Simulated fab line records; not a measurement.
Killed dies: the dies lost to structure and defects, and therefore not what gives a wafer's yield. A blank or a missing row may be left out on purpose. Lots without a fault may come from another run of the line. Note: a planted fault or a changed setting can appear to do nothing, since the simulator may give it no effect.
A lot that was struck, set against a sound lot + flow sky130 + 16 out of 708 route steps
Sound: the wafers L974.3, L974.4, L974.6. Wafers struck: L963.1, L963.4, L963.6. At the end, the cause is stated.
Per side, at each step with rows, come the tool, then ch with its chambers, and then its first start. Under that, the readings that differ: sound wafers + struck wafers + difference of the means + sigmas: that difference in standard deviations of wafers without a fault.
alike: a reading whose means differ by less than 2 such deviations, as well as words and numbers matching on both sides. not compared: withheld readings; readings where some wafer has no value; bounds like >300 that might hide an equal value; numbers whose values overlap and for which the record gives no deviation.
A row with sigmas, a row that says differs or no value, or rows on one side alone: a step with any of these is where the two part. Non-overlapping numbers with no deviation appear without sigmas and do not part them. Lack of a reading on every wafer of one side parts them only where that side has two or more wafers.

SKY_LI_CONTACT_BOW_MEAS_03:
  struck on film_metro-03, day 30 23:10; sound on film_metro-03, day 34 13:19
  alike: LI_CONTACT_BOW
then, 8 steps without rows for these wafers: SKY_LI_CONTACT_DEHYDRATE_04 (time 60 s); SKY_LI_CONTACT_HMDS_05 (prime time 60 s); SKY_LI_CONTACT_COAT_06 (resist thk 60 nm); SKY_LI_CONTACT_COAT_07 (resist thk 450 nm); SKY_LI_CONTACT_SOFTBAKE_08 (time 90 s); SKY_LI_CONTACT_EXPOSE_09 (exposes mask LICM1, target cd 170 nm); SKY_LI_CONTACT_PEB_10; SKY_LI_CONTACT_DEVELOP_11 (develop time 60 s).
SKY_LI_CONTACT_CD_MEAS_12: target cd 170 nm.
  struck on cd_sem-01, day 32 02:04; sound on cd_sem-01, day 35 15:47
  alike: cd_nm
SKY_LI_CONTACT_OVL_MEAS_13:
  struck on overlay-02, day 32 02:11; sound on overlay-01, day 35 15:52
  alike: LI_CONTACT_OVL
SKY_LI_CONTACT_ETCH_14: etches BARC in N2/H2, stops on SiO2, time 45.9 s, target depth 60 nm.
  sound on rie_diel-04 ch 0,3, day 35 15:53; struck on rie_diel-04 ch 0,2, day 32 02:13
  alike: bias_w, chamber_pressure_mTorr, drypump_motor_current_A, oes_product_au, throttle_valve_pct
  not compared: rf_hours_counter_h
SKY_LI_CONTACT_ETCH_15: etches PSG in C4F8/O2/Ar, stops on Si, target depth 600 nm.
  sound on rie_diel-04 ch 0,3, day 35 15:56; struck on rie_diel-04 ch 0,2, day 32 02:15
  no value came back on the struck wafers for bias_w (W), chamber_pressure_mTorr (mTorr), oes_product_au (a.u.); on the sound wafers bias_w (W) reads 1203 1206 1199
| reading                                           | sound           | struck            | difference | sigmas |
|---------------------------------------------------|-----------------|-------------------|------------|--------|
| model.KrF-thick_of_LI_CONTACT_COAT_07.thk_nm (nm) | 230.3 232.3 233 | 392.6 393.3 393.5 | +161.3     |        |
SKY_LI_CONTACT_STRIP_16: strips in O2/N2.
  sound on plasma_asher-03 ch 0,1, day 35 16:03; struck on plasma_asher-02 ch 0,1, day 32 02:20
| reading                      | sound             | struck            | difference | sigmas |
|------------------------------|-------------------|-------------------|------------|--------|
| oes_product_au (a.u.)        | 0.378 0.374 0.375 | 0.451 0.448 0.451 | +0.074     | +17    |
| strip_time_to_endpoint_s (s) | 3.470 3.499 3.503 | 5.190 5.223 5.205 | +1.715     | +71    |
  alike: drypump_motor_current_A
  not compared: rf_hours_counter_h
then, 1 step without rows for these wafers: SKY_LI_CONTACT_CLEAN_17 (cleans in NMP, time 600 s).
-- the record jumps here: 16 days lie between the struck wafers' starts before and after (it left off in module LI_CONTACT and takes up again in module PAD_OPEN, whose first step shown is number 708 of the route) --
SKY_PAD_OPEN_PROBE_99:
  only the struck wafers here have rows in the record (prober-01, day 48 01:10); the sound ones have none

WHERE THEY PART
Last at SKY_PAD_OPEN_PROBE_99 as far as this record goes, first at SKY_LI_CONTACT_ETCH_15.

WHY: what the simulator had put in
Skipped step whole: rie_diel-04, from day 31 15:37 on, at SKY_LI_CONTACT_ETCH_15. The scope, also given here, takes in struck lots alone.
